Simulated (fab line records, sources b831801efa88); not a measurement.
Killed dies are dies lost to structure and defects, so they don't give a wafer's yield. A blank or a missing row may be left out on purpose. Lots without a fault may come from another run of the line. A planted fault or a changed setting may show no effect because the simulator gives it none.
fab line records | flow sky130
record lots=5 wafers=15 last_day=50
route steps=708 shown METAL3@567 VIA3@573
lots that met no fault: from a run of the same line without faults
start_h: hours from the record's first day to the start of the lot's first wafer shown | wait_h: hours since the lot's step before | " the same as in the row above | L1.1+2: a row that stands for several wafers | - no value, or no start given | * or withheld: withheld | < > ~ a bound
route shown NAME@n: a module of which the file shows steps, and the number in the route of the first | usual: mean/standard deviation of fault-free wafers | same: alike in all rows | chamber/n: place in a boat | sites: the reading at each site | _std_site: their standard deviation | _edge_site: outer sites' mean less inner sites' | radius_mm: how far each site lies from the wafer's centre | mask NAME#n: copy n | behind: the tool/chamber that last shaped the wafer | hold: why the lot was held/for how many hours/how that ended | device: the transistor (n, p or np) that didn't switch | end of line: the same wafers' tests at the end of the route | a step without rows: its recipe alone | killed: dies lost to structure and defects at the first sort, not the wafer's yield | map: a wafer's dies, x killed, . not, _ none there
set.NAME: the setting as run; set.NAME@STEP: as run at that earlier step | model.NAME: the simulator's own value behind a step, which no gauge read
lots at some steps of the route; a table a step, a row a wafer
services: from which hour (start_h, from the record's first day; less than 0 if before it) a tool's chamber was out of use, for how many hours, and why
## steps
# step SKY_METAL3_ETCH_17
# recipe target=SiO2 stop_on=TiN chemistry=C4F8/O2/Ar source_w=1500 bias_w=1200 pressure_mtorr=40 c4f8_flow_sccm=withheld O2_flow_sccm=6 Ar_flow_sccm=300 time_s=3.9 target_depth_a=150
# usual oes_product_au=0.755/0.007
# columns lot.wafer tool chamber start_h wait_h oes_product_au rf_hours_counter_h
L075.1 rie_diel-04 2 921.56 0.1 0.750 3
L075.4 " 1 " " 0.754 13
L075.5 " 1 " " 0.753 -
L078.1 rie_diel-04 2 939.96 0.1 0.759 3
L078.4 " 0 " " 0.762 12
L078.6 " 1 " " 0.763 -
L083.2 rie_diel-03 0 983.96 0.1 0.753 26
L083.3 " 1 " " 0.753 8
L083.5 " 2 " " 0.767 -
L094.1 rie_diel-02 2 1043.71 0.1 0.761 21
L094.2 " 0 " " 0.755 25
L094.3 " 1 " " 0.758 15
L097.2 rie_diel-02 1 1067.48 0.1 0.756 15
L097.4 " 2 " " 0.760 22
L097.5 " 0 " " 0.756 -
# step SKY_METAL3_METAL_ETCH_18
# recipe target_depth_a=8450 stop_on=SiO2 over_etch_frac=0.3 time_s=183.1 chemistry=Cl2/BCl3 resist_sidewall_deg=88 pressure_mtorr=10 icp_w=900 bias_w=48.5 Cl2_flow_sccm=60 bcl3_flow_sccm=30
# usual bcl3_flow_sccm=30.01/0.093 drypump_motor_current_A=5.5/0.58 oes_product_au=0.864/0.007 throttle_valve_pct=22.263/0.0094
# columns lot.wafer tool chamber start_h wait_h bcl3_flow_sccm drypump_motor_current_A oes_product_au rf_hours_counter_h throttle_valve_pct
L075.1 rie_metal-03 1 921.58 0.0 30.09 5.6 0.872 5 22.251
L075.4 " 1 " " 30.02 5.6 0.869 - 22.272
L075.5 " 1 " " 30.07 5.6 0.876 - 22.256
L078.1 rie_metal-03 1 939.98 0.0 30.15 5.6 0.862 6 22.255
L078.4 " 0 " " 29.98 6.1 0.861 - 22.272
L078.6 " 0 " " 30.07 6.1 0.874 - 22.262
L083.2 rie_metal-01 0 983.98 0.0 29.84 5.4 0.867 15 22.273
L083.3 " 1 " " 30.05 4.8 0.865 - 22.285
L083.5 " 1 " " 29.82 4.8 0.870 - 22.268
L094.1 rie_metal-02 1 1043.73 0.0 30.01 5.0 0.866 8 22.259
L094.2 " 0 " " 30.13 6.5 0.877 24 22.266
L094.3 " 1 " " 30.12 4.9 0.860 - 22.253
L097.2 rie_metal-02 1 1067.50 0.0 30.12 4.9 0.866 10 22.265
L097.4 " 1 " " 29.93 4.9 0.860 - 22.253
L097.5 " 0 " " 29.91 6.5 0.863 - 22.254
# step SKY_METAL3_STRIP_19
# recipe chemistry=O2/N2 power_w=1400 pressure_mtorr=1500 platen_temp_c=withheld o2_flow_sccm=3000 n2_flow_sccm=300 overash_fraction=0.5
# usual drypump_motor_current_A=5.8/0.53 n2_flow_sccm=300.1/0.88 oes_product_au=0.502/0.0057 strip_time_to_endpoint_s=6.52/0.085
# columns lot.wafer tool chamber start_h wait_h drypump_motor_current_A n2_flow_sccm oes_product_au rf_hours_counter_h strip_time_to_endpoint_s
L075.1 plasma_asher-02 1 921.76 0.1 6.1 299.2 0.484 109 6.35
L075.4 " 1 " " 6.0 299.4 0.498 - 6.37
L075.5 " 1 " " 6.0 300.4 0.495 - 6.38
L078.1 plasma_asher-04 1 940.16 0.1 5.8 300.8 0.494 19 6.47
L078.4 " 1 " " 5.8 299.6 0.506 - 6.52
L078.6 " 0 " " 6.6 299.8 0.497 - 6.55
L083.2 plasma_asher-03 0 984.16 0.1 5.9 300.3 0.501 55 6.58
L083.3 " 0 " " 5.9 299.8 0.508 - 6.64
L083.5 " 1 " " 6.2 300.9 0.511 - 6.66
L094.1 plasma_asher-03 1 1043.91 0.1 6.2 301.4 0.491 62 6.54
L094.2 " 0 " " 5.9 299.3 0.493 62 6.33
L094.3 " 0 " " 5.9 299.9 0.504 - 6.61
L097.2 plasma_asher-04 0 1067.67 0.1 6.6 300.7 0.508 32 6.55
L097.4 " 1 " " 5.8 300.5 0.497 - 6.52
L097.5 " 1 " " 5.8 301.0 0.495 - 6.21
# step SKY_METAL3_STRIP_20
# recipe chemistry=post_etch_residue_remover time_s=1200 temp_c=72.5
# usual temp_c=72.47/0.13
# columns lot.wafer tool chamber start_h wait_h temp_c
L075.1 wet_bench-02 0 921.86 0.1 72.47
L075.4 " 0 " " 72.61
L075.5 " 0 " " 72.57
L078.1 wet_bench-04 1 940.26 0.1 72.45
L078.4 " 1 " " 72.40
L078.6 " 1 " " 72.47
L083.2 wet_bench-04 0 984.26 0.1 72.58
L083.3 " 0 " " 72.48
L083.5 " 0 " " 72.72
L094.1 wet_bench-04 0 1044.01 0.1 72.68
L094.2 " 0 " " 72.52
L094.3 " 0 " " 72.53
L097.2 wet_bench-04 1 1067.77 0.1 72.49
L097.4 " 1 " " 72.53
L097.5 " 1 " " 72.56
# step SKY_METAL3_CLEAN_21
# recipe chemistry=IPA time_s=180 temp_c=25
# usual temp_c=24.99/0.11
# columns lot.wafer tool chamber start_h wait_h temp_c
L075.1 wet_bench-04 2 922.23 0.0 25.00
L075.4 " 2 " " 24.94
L075.5 " 2 " " 24.93
L078.1 wet_bench-01 3 940.60 0.0 25.25
L078.4 " 3 " " 25.06
L078.6 " 3 " " 25.01
L083.2 wet_bench-02 2 984.60 0.0 24.97
L083.3 " 2 " " 25.05
L083.5 " 2 " " 25.03
L094.1 wet_bench-04 2 1044.35 0.0 25.08
L094.2 " 2 " " 25.20
L094.3 " 2 " " 25.16
L097.2 wet_bench-04 3 1068.12 0.0 24.95
L097.4 " 3 " " 25.03
L097.5 " 3 " " 24.95
# step SKY_METAL3_CLEAN_22
# recipe chemistry=O3/DIW dry=n2_spin
# columns lot.wafer tool chamber start_h wait_h
L075.1+4+5 wet_bench-01 3 922.30 0.0
L078.1+4+6 wet_bench-01 1 940.66 0.0
L083.2+3+5 wet_bench-01 1 984.66 0.0
L094.1+2+3 wet_bench-04 2 1044.41 0.0
L097.2+4+5 wet_bench-04 2 1068.17 0.0
# step SKY_VIA3_HDPCVD_00
# recipe material=SiO2 target_thk_nm=1635 sigma_open_frac=0.3 time_s=272.5 temp_c=400 sih4_flow_sccm=60 pressure_mtorr=6
# usual susceptor_temp_C=399.98/0.23
# columns lot.wafer tool chamber start_h wait_h susceptor_temp_C
L075.1 hdpcvd-02 1 922.39 0.0 400.04
L075.4 " 0 " " 399.44
L075.5 " 2 " " 399.76
L078.1 hdpcvd-02 2 940.75 0.0 399.64
L078.4 " 1 " " 399.96
L078.6 " 0 " " 400.03
L083.2 hdpcvd-01 2 984.76 0.0 399.92
L083.3 " 1 " " 399.87
L083.5 " 1 " " 400.10
L094.1 hdpcvd-01 2 1044.50 0.0 399.78
L094.2 " 1 " " 399.96
L094.3 " 1 " " 399.79
L097.2 hdpcvd-02 2 1068.27 0.0 400.06
L097.4 " 1 " " 399.89
L097.5 " 2 " " 399.97
# step SKY_VIA3_THK_MEAS_01
# recipe reads=SiO2_of_VIA3_HDPCVD_00
# usual VIA3_HDPCVD_THK=1638/18
# columns lot.wafer tool chamber start_h wait_h VIA3_HDPCVD_THK[nm]
L075.1 film_metro-04 - 922.56 0.1 1662
L075.4 " - " " 1644
L075.5 " - " " 1649
L078.1 film_metro-03 - 940.92 0.1 1657
L078.4 " - " " 1649
L078.6 " - " " 1669
L083.2 film_metro-04 - 984.93 0.1 1625
L083.3 " - " " 1623
L083.5 " - " " 1647
L094.1 film_metro-01 - 1044.75 0.2 1660
L094.2 " - " " 1682
L094.3 " - " " 1697
L097.2 film_metro-01 - 1068.44 0.1 1620
L097.4 " - " " 1628
L097.5 " - " " 1623
# step SKY_VIA3_CMP_02
# recipe material=SiO2 down_force_psi=4 platen_rpm=60 pad_velocity_m_s=0.94248
# usual motor_current_A=12.6/1.4
# columns lot.wafer tool chamber start_h wait_h motor_current_A
L075.4 cmp-02 0 922.72 0.1 13.8
L075.1 " 2 " " 10.9
L075.5 " 3 " " 10.9
L078.4 cmp-01 2 940.98 0.0 14.1
L078.1 " 0 " " 14.3
L078.6 " 2 " " 15.0
L083.2 cmp-01 3 984.98 0.0 12.0
L083.3 " 1 " " 12.6
L083.5 " 3 " " 12.1
L094.1 cmp-01 1 1045.19 0.4 11.1
L094.3 " 2 " " 13.8
L094.2 " 3 " " 11.9
L097.2 cmp-02 2 1068.54 0.1 11.0
L097.4 " 0 " " 13.4
L097.5 " 1 " " 12.4
# step SKY_VIA3_BOW_MEAS_03
# recipe mode=bow
# usual VIA3_BOW=79/8.9
# columns lot.wafer tool chamber start_h wait_h VIA3_BOW[um]
L075.1 film_metro-04 - 922.97 0.1 99
L075.4 " - " " 88
L075.5 " - " " 96
L078.1 film_metro-04 - 941.28 0.1 88
L078.4 " - " " 74
L078.6 " - " " 84
L083.2 film_metro-03 - 985.30 0.3 85
L083.3 " - " " 79
L083.5 " - " " 87
L094.1 film_metro-04 - 1045.49 0.2 89
L094.2 " - " " 76
L094.3 " - " " 72
L097.2 film_metro-03 - 1068.81 0.2 80
L097.4 " - " " 72
L097.5 " - " " 71
# step SKY_VIA3_DEHYDRATE_04
# recipe temp_c=200 time_s=60
# usual exhaust_pa=45.1/0.85
# columns lot.wafer tool chamber start_h wait_h exhaust_pa
L075.1 litho_track-02 0 935.40 12.4 45.1
L075.4 " 0 " " 46.8
L075.5 " 0 " " 45.6
L078.1 litho_track-03 0 952.87 11.6 45.0
L078.4 " 0 " " 44.2
L078.6 " 0 " " 45.1
L083.2 litho_track-02 0 996.73 11.4 45.2
L083.3 " 0 " " 46.3
L083.5 " 0 " " 45.3
L094.1 litho_track-03 0 1055.97 10.5 46.6
L094.2 " 0 " " 44.2
L094.3 " 0 " " 45.6
L097.2 litho_track-01 0 1078.07 9.2 45.6
L097.4 " 0 " " 46.5
L097.5 " 0 " " 45.6
# step SKY_VIA3_HMDS_05
# recipe prime_time_s=60 prime_temp_c=120
# usual exhaust_pa=44.9/0.87
# columns lot.wafer tool chamber start_h wait_h exhaust_pa
L075.1 litho_track-02 0 935.55 0.1 45.7
L075.4 " 0 " " 45.9
L075.5 " 0 " " 44.7
L078.1 litho_track-03 0 953.02 0.1 44.4
L078.4 " 0 " " 45.8
L078.6 " 0 " " 44.0
L083.2 litho_track-02 0 996.88 0.1 45.3
L083.3 " 0 " " 44.4
L083.5 " 0 " " 44.9
L094.1 litho_track-03 0 1056.12 0.1 45.7
L094.2 " 0 " " 45.1
L094.3 " 0 " " 45.8
L097.2 litho_track-01 0 1078.22 0.1 45.5
L097.4 " 0 " " 45.1
L097.5 " 0 " " 44.8
# step SKY_VIA3_COAT_06
# recipe resist=BARC temp_c=withheld time_s=withheld spin_rpm=3000 resist_thk_nm=60
# usual exhaust_pa=45.0/0.9 spin_speed_rpm=3000.0/1.7
# columns lot.wafer tool chamber start_h wait_h exhaust_pa spin_speed_rpm
L075.1 litho_track-02 0 935.70 0.1 44.3 3000.3
L075.4 " 0 " " 44.7 3002.3
L075.5 " 0 " " 43.7 3000.4
L078.1 litho_track-03 0 953.17 0.1 45.4 3001.0
L078.4 " 0 " " 45.8 2996.8
L078.6 " 0 " " 46.6 2997.9
L083.2 litho_track-02 0 997.03 0.1 45.4 2999.9
L083.3 " 0 " " 45.7 2998.2
L083.5 " 0 " " 45.2 2999.7
L094.1 litho_track-03 0 1056.27 0.1 44.7 3000.1
L094.2 " 0 " " 44.7 3000.6
L094.3 " 0 " " 44.3 2999.2
L097.2 litho_track-01 0 1078.37 0.1 44.2 2998.6
L097.4 " 0 " " 46.1 3001.6
L097.5 " 0 " " 46.1 3000.7
# step SKY_VIA3_COAT_07
# recipe resist=KrF-thick spin_rpm=3000 resist_thk_nm=450
# usual exhaust_pa=44.9/0.83 spin_speed_rpm=3000.0/1.9
# columns lot.wafer tool chamber start_h wait_h exhaust_pa spin_speed_rpm
L075.1 litho_track-02 0 - - 43.9 2999.9
L075.4 " 0 " " 43.5 3000.0
L075.5 " 0 " " 45.8 2997.9
L078.1 litho_track-03 0 - - 43.4 2998.0
L078.4 " 0 " " 43.8 2997.5
L078.6 " 0 " " 43.8 2998.7
L083.2 litho_track-02 0 - - 44.3 3002.9
L083.3 " 0 " " 44.8 3002.3
L083.5 " 0 " " 45.5 3003.4
L094.1 litho_track-03 0 - - 45.3 2999.3
L094.2 " 0 " " 44.9 3000.7
L094.3 " 0 " " 44.9 2997.6
L097.2 litho_track-01 0 - - 45.4 3000.3
L097.4 " 0 " " 44.5 3001.9
L097.5 " 0 " " 46.1 3001.6
# step SKY_VIA3_SOFTBAKE_08
# recipe temp_c=100 time_s=90 resist=KrF-thick
# usual exhaust_pa=44.8/0.95
# columns lot.wafer tool chamber start_h wait_h exhaust_pa
L075.1 litho_track-02 0 - - 45.6
L075.4 " 0 " " 45.8
L075.5 " 0 " " 46.3
L078.1 litho_track-03 0 - - 45.1
L078.4 " 0 " " 46.2
L078.6 " 0 " " 44.7
L083.2 litho_track-02 0 - - 45.4
L083.3 " 0 " " 43.0
L083.5 " 0 " " 45.4
L094.1 litho_track-03 0 - - 45.6
L094.2 " 0 " " 44.6
L094.3 " 0 " " 45.2
L097.2 litho_track-01 0 - - 43.9
L097.4 " 0 " " 43.4
L097.5 " 0 " " 44.9
# step SKY_VIA3_EXPOSE_09
# recipe mask_id=VIM3 na=0.8 source_shape=annular sigma_inner=0.55 sigma_outer=0.85 target_cd_nm=200 dose_mj=38
# columns lot.wafer tool chamber start_h wait_h mask
L075.1+4+5 krf_scanner-01 0 - - VIM3#0
L078.1+4+6 krf_scanner-01 0 - - VIM3#0
L083.2+3+5 krf_scanner-02 0 - - VIM3#0
L094.1+2+3 krf_scanner-01 0 - - VIM3#0
L097.2+4+5 krf_scanner-02 0 - - VIM3#0
# step SKY_VIA3_PEB_10
# recipe peb_temp_c=withheld peb_time_s=withheld resist=KrF-thick
# usual exhaust_pa=45.3/0.89
# columns lot.wafer tool chamber start_h wait_h exhaust_pa
L075.1 litho_track-03 0 - - 45.4
L075.4 " 0 " " 44.9
L075.5 " 0 " " 44.4
L078.1 litho_track-02 0 - - 45.5
L078.4 " 0 " " 45.1
L078.6 " 0 " " 45.7
L083.2 litho_track-02 0 - - 46.3
L083.3 " 0 " " 45.8
L083.5 " 0 " " 44.8
L094.1 litho_track-01 0 - - 46.3
L094.2 " 0 " " 45.3
L094.3 " 0 " " 46.5
L097.2 litho_track-03 0 - - 43.5
L097.4 " 0 " " 43.9
L097.5 " 0 " " 45.2
# step SKY_VIA3_DEVELOP_11
# recipe develop_time_s=60 resist=KrF-thick dev_temp_c=21
# usual exhaust_pa=44.9/0.92
# columns lot.wafer tool chamber start_h wait_h exhaust_pa
L075.1 litho_track-03 0 - - 44.5
L075.4 " 0 " " 46.6
L075.5 " 0 " " 45.3
L078.1 litho_track-02 0 - - 44.7
L078.4 " 0 " " 46.1
L078.6 " 0 " " 45.4
L083.2 litho_track-02 0 - - 46.0
L083.3 " 0 " " 45.6
L083.5 " 0 " " 45.4
L094.1 litho_track-01 0 - - 44.4
L094.2 " 0 " " 44.8
L094.3 " 0 " " 44.2
L097.2 litho_track-03 0 - - 45.0
L097.4 " 0 " " 44.4
L097.5 " 0 " " 45.5
# step SKY_VIA3_CD_MEAS_12
# recipe target_cd_nm=200
# usual cd_nm=200.1/1.6
# columns lot.wafer tool chamber start_h wait_h cd_nm
L075.1 cd_sem-02 - 947.77 - 200.7
L075.4 " - " " 201.0
L075.5 " - " " 200.7
L078.1 cd_sem-01 - 965.90 - 199.5
L078.4 " - " " 199.5
L078.6 " - " " 199.7
L083.2 cd_sem-02 - 1009.02 - 199.8
L083.3 " - " " 200.0
L083.5 " - " " 199.6
L094.1 cd_sem-01 - 1068.24 - 197.5
L094.2 " - " " 199.0
L094.3 " - " " 196.7
L097.2 cd_sem-02 - 1090.19 - 202.9
L097.4 " - " " 200.6
L097.5 " - " " 202.0
# step SKY_VIA3_OVL_MEAS_13
# usual VIA3_OVL=-1/5.3
# columns lot.wafer tool chamber start_h wait_h VIA3_OVL[nm]
L075.1 overlay-02 - 947.89 0.1 -4
L075.4 " - " " -5
L075.5 " - " " -7
L078.1 overlay-02 - 966.02 0.1 -3
L078.4 " - " " 2
L078.6 " - " " 5
L083.2 overlay-02 - 1009.13 0.1 8
L083.3 " - " " 8
L083.5 " - " " 6
L094.1 overlay-01 - 1068.36 0.1 2
L094.2 " - " " -2
L094.3 " - " " 1
L097.2 overlay-02 - 1090.30 0.1 3
L097.4 " - " " 1
L097.5 " - " " -1
# step SKY_VIA3_ETCH_14
# recipe chemistry=N2/H2 target=BARC ion_energy_ev=200 source_w=500 bias_w=100 pressure_mtorr=30 n2_flow_sccm=100 h2_flow_sccm=200 stop_on=SiO2 time_s=45.9 target_depth_a=600
# usual drypump_motor_current_A=5.6/0.4 h2_flow_sccm=200.0/0.61 n2_flow_sccm=99.98/0.29 oes_product_au=0.855/0.0047 throttle_valve_pct=13.225/0.0094
# columns lot.wafer tool chamber start_h wait_h drypump_motor_current_A h2_flow_sccm n2_flow_sccm oes_product_au rf_hours_counter_h throttle_valve_pct
L075.1 rie_diel-02 1 947.93 0.0 6.3 199.5 100.03 0.853 12 13.234
L075.4 " 3 " " 5.2 200.0 99.67 0.861 8 13.218
L075.5 " 2 " " 5.3 199.9 99.94 0.853 - 13.225
L078.1 rie_diel-01 3 966.06 0.0 6.0 199.1 99.93 0.857 20 13.238
L078.4 " 1 " " 6.4 199.6 100.12 0.862 21 13.242
L078.6 " 3 " " 6.1 200.3 99.71 0.847 - 13.224
L083.2 rie_diel-02 2 1009.16 0.0 5.3 200.7 100.02 0.859 20 13.244
L083.3 " 0 " " 5.1 200.6 99.94 0.854 24 13.225
L083.5 " 2 " " 5.3 201.0 99.92 0.858 - 13.232
L094.1 rie_diel-03 2 1068.40 0.0 5.5 199.4 100.27 0.844 23 13.226
L094.2 " 1 " " 5.5 200.1 99.91 0.849 11 13.222
L094.3 " 0 " " 5.8 199.0 100.29 0.860 2 13.214
L097.2 rie_diel-03 0 1090.33 0.0 5.8 201.2 99.38 0.857 2 13.216
L097.4 " 1 " " 5.5 200.3 100.01 0.851 12 13.230
L097.5 " 2 " " 5.4 200.0 99.69 0.862 - 13.226
# step SKY_VIA3_ETCH_15
# recipe target=SiO2 chemistry=C4F8/O2/Ar target_depth_nm=507 stop_on=TiN mask_material=KrF-thick source_w=1500 bias_w=1200 pressure_mtorr=40 c4f8_flow_sccm=withheld O2_flow_sccm=6 Ar_flow_sccm=300 time_s=78
# usual oes_product_au=0.946/0.0041
# columns lot.wafer tool chamber start_h wait_h oes_product_au rf_hours_counter_h
L075.1 rie_diel-02 1 947.97 0.0 0.946 12
L075.4 " 3 " " 0.943 8
L075.5 " 2 " " 0.942 -
L078.1 rie_diel-01 3 966.10 0.0 0.947 20
L078.4 " 1 " " 0.943 21
L078.6 " 3 " " 0.947 -
L083.2 rie_diel-02 2 1009.20 0.0 0.947 20
L083.3 " 0 " " 0.952 24
L083.5 " 2 " " 0.945 -
L094.1 rie_diel-03 2 1068.44 0.0 0.942 23
L094.2 " 1 " " 0.946 11
L094.3 " 0 " " 0.952 2
L097.2 rie_diel-03 0 1090.37 0.0 0.953 2
L097.4 " 1 " " 0.947 12
L097.5 " 2 " " 0.946 -
# step SKY_VIA3_STRIP_16
# recipe chemistry=O2/N2 power_w=1400 pressure_mtorr=1500 platen_temp_c=withheld o2_flow_sccm=3000 n2_flow_sccm=300 overash_fraction=0.5
# usual drypump_motor_current_A=6.2/0.34 n2_flow_sccm=300.1/0.88 oes_product_au=0.403/0.0047 strip_time_to_endpoint_s=4.14/0.03
# columns lot.wafer tool chamber start_h wait_h drypump_motor_current_A n2_flow_sccm oes_product_au rf_hours_counter_h strip_time_to_endpoint_s
L075.1 plasma_asher-04 0 948.03 0.0 6.6 299.0 0.400 20 4.11
L075.4 " 1 " " 5.8 299.3 0.392 - 4.11
L075.5 " 1 " " 5.8 298.9 0.405 - 4.05
L078.1 plasma_asher-04 1 966.16 0.0 5.8 300.0 0.402 22 4.17
L078.4 " 1 " " 5.8 299.4 0.407 - 4.13
L078.6 " 0 " " 6.6 301.2 0.403 - 4.17
L083.2 plasma_asher-04 0 1009.26 0.0 6.6 297.8 0.402 26 4.12
L083.3 " 1 " " 5.8 300.6 0.401 - 4.19
L083.5 " 0 " " 6.6 299.5 0.393 - 4.12
L094.1 plasma_asher-01 0 1068.50 0.0 6.6 300.3 0.400 94 4.14
L094.2 " 1 " " 5.8 301.0 0.396 94 4.11
L094.3 " 0 " " 6.6 301.8 0.409 - 4.15
L097.2 plasma_asher-03 1 1090.43 0.0 6.2 299.7 0.402 65 4.17
L097.4 " 0 " " 5.9 299.4 0.395 - 4.13
L097.5 " 1 " " 6.2 299.4 0.400 - 4.18
# step SKY_VIA3_STRIP_17
# recipe chemistry=post_etch_residue_remover time_s=1200 temp_c=72.5
# usual temp_c=72.51/0.12
# columns lot.wafer tool chamber start_h wait_h temp_c
L075.1 wet_bench-02 2 948.13 0.1 72.45
L075.4 " 2 " " 72.49
L075.5 " 2 " " 72.44
L078.1 wet_bench-04 2 966.26 0.1 72.37
L078.4 " 2 " " 72.46
L078.6 " 2 " " 72.38
L083.2 wet_bench-02 1 1009.36 0.1 72.59
L083.3 " 1 " " 72.32
L083.5 " 1 " " 72.58
L094.1 wet_bench-02 0 1068.60 0.1 72.48
L094.2 " 0 " " 72.47
L094.3 " 0 " " 72.49
L097.2 wet_bench-03 0 1090.53 0.1 72.40
L097.4 " 0 " " 72.51
L097.5 " 0 " " 72.65
# step SKY_VIA3_CLEAN_18
# recipe chemistry=IPA time_s=180 temp_c=25
# usual temp_c=25.02/0.089
# columns lot.wafer tool chamber start_h wait_h temp_c
L075.1 wet_bench-03 0 948.50 0.0 25.07
L075.4 " 0 " " 25.05
L075.5 " 0 " " 25.07
L078.1 wet_bench-02 3 966.60 0.0 25.04
L078.4 " 3 " " 25.05
L078.6 " 3 " " 24.96
L083.2 wet_bench-04 0 1009.77 0.0 25.01
L083.3 " 0 " " 24.97
L083.5 " 0 " " 24.93
L094.1 wet_bench-03 1 1068.97 0.0 25.04
L094.2 " 1 " " 25.12
L094.3 " 1 " " 24.93
L097.2 wet_bench-03 3 1090.87 0.0 25.03
L097.4 " 3 " " 24.95
L097.5 " 3 " " 24.98
# step SKY_VIA3_CLEAN_19
# recipe chemistry=O3/DIW dry=n2_spin
# columns lot.wafer tool chamber start_h wait_h
L075.1+4+5 wet_bench-02 0 948.57 0.0
L078.1+4+6 wet_bench-04 2 966.66 0.0
L083.2+3+5 wet_bench-03 3 1009.83 0.0
L094.1+2+3 wet_bench-04 1 1069.10 0.1
L097.2+4+5 wet_bench-03 1 1090.93 0.0
# step SKY_VIA3_SPUTTER_20
# recipe material=TiN target_thk_nm=20 chamber_pressure_pa=5 power_w=4000 time_s=80
# usual throttle_valve_pct=30.0/0.99
# columns lot.wafer tool chamber start_h wait_h throttle_valve_pct
L075.1 pvd_sputter-04 - 948.67 0.0 30.9
L075.4 " - " " 29.3
L075.5 " - " " 31.3
L078.1 pvd_sputter-02 - 966.75 0.0 28.3
L078.4 " - " " 30.7
L078.6 " - " " 28.3
L083.2 pvd_sputter-01 - 1009.92 0.0 28.6
L083.3 " - " " 30.0
L083.5 " - " " 30.0
L094.1 pvd_sputter-04 - 1069.19 0.0 30.0
L094.2 " - " " 30.0
L094.3 " - " " 31.2
L097.2 pvd_sputter-02 - 1091.02 0.0 30.2
L097.4 " - " " 31.6
L097.5 " - " " 28.6
## services
# columns tool chamber start_h hours kind
rie_diel-03 1 899.67 6.2 repair
krf_scanner-01 - 900.18 4.0 pm
krf_scanner-02 - 904.20 0.8 pm
cmp-02 - 912.00 4.0 pm
rie_diel-02 - 919.46 1.7 repair
rie_diel-03 3 929.04 6.7 repair
krf_scanner-01 - 934.64 1.0 pm
rie_diel-02 1 934.92 3.7 repair
hdpcvd-02 - 942.84 6.0 pm
rie_diel-03 3 945.49 3.3 repair
hdpcvd-02 - 948.84 2.8 pm
rie_diel-03 - 952.53 2.8 pm
cmp-01 - 976.73 1.0 repair
rie_diel-02 - 991.60 0.7 repair
rie_diel-02 - 995.46 2.2 repair
krf_scanner-01 - 996.55 0.8 pm
cmp-01 - 1007.65 2.8 repair
rie_diel-02 1 1022.27 7.2 repair
cmp-01 - 1037.71 5.1 repair
cmp-01 - 1048.08 6.4 pm
cmp-01 - 1054.51 16.6 pm
krf_scanner-01 - 1064.20 1.3 pm
plasma_asher-03 - 1072.20 14.6 pm
cmp-01 - 1084.00 4.0 pm
## key
fault none
